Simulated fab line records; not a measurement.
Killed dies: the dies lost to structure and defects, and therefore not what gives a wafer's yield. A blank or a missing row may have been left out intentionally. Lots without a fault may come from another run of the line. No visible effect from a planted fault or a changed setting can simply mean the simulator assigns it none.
One fault seen from 2 desks ; flow sky130 ; each desk holds nothing but its own numbers, with what lay behind them at the end

== METROLOGY DESK ==
Means of the sampled wafers that have a number, per lot and without regard to the tool the lot ran on: this is what the gauges read. A lot is out of limits, marked OUT, if its mean lies more than 4 standard deviations from the usual mean; the brackets give that distance.
Columns: A = cd-nm at SKY_VIA2_CD_MEAS_12, usual 200.0 nm; B = CAPM_TIN_RS at SKY_CAPM_RS_MEAS_03, usual 6.91 ohm/sq; C = CAPM_TIN_THK at SKY_CAPM_THK_MEAS_04, usual 197.0 nm
lot;first seen here;A;B;C
L127;day 36 18:56;200.2;6.93;196.4
L130;day 37 06:26;200.1;6.85;198.3
L132;day 38 04:32;198.7;6.92;195.9
L134;day 38 15:55;198.5;6.94;196.2
L136;day 39 19:35;199.6;6.93;196.0
L140;day 40 22:52;200.7;6.99;195.2
L142;day 41 08:32;200.2;7.05;194.3
L143;day 41 11:32;200.9;7.27 (+5.1) OUT;187.9 (-4.5) OUT
L149;day 43 00:01;199.6;6.82;199.1
This desk's finding: out of limits on L143; first on L143, day 41 13:32 (CAPM_TIN_RS at SKY_CAPM_RS_MEAS_03). L127, L130, L132, L134, L136, L140, L142, L149: within limits.

== AT THE TOOL OWNER'S DESK: pvd-sputter-02 ==
At SKY_CAPM_SPUTTER_02 (material TiN, target thk 200 nm, time 166.7 s) the tool's own readings: per lot run on this tool, the mean of the sampled wafers that have a number. A lot is out of limits, marked OUT, if its mean lies more than 4 standard deviations from the usual mean; the brackets give that distance.
Columns: A = substrate-temp-c at SKY_CAPM_SPUTTER_02, usual 300.00 C; B = susceptor-temp-C at SKY_CAPM_SPUTTER_02, usual 299.98 C; C = throttle-valve-pct at SKY_CAPM_SPUTTER_02, usual 29.5 %
lot;first seen here;A;B;C
L134;day 38 17:40;300.10;299.76;28.6
L136;day 39 21:20;300.13;300.04;28.5
L143;day 41 13:24;300.01;299.96;28.6
Finding of this desk: none of the 3 lots has anything out of limits.

== TAKEN TOGETHER ==
The metrology desk could have raised an alarm at day 41 13:32, on L143.
The tool owner's desk saw nothing out of limits.
On record at the tool owner's desk: L143, within its limits.
Of the lots named, all ran SKY_CAPM_SPUTTER_02 on pvd-sputter-02.

== WHAT THE SIMULATOR HAD PUT IN ==
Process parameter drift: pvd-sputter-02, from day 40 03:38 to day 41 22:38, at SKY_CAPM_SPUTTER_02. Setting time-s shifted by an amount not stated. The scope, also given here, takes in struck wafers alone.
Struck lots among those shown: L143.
Time in hours between the start of the fault and the first out-of-limits reading at each desk: metrology desk, 34.
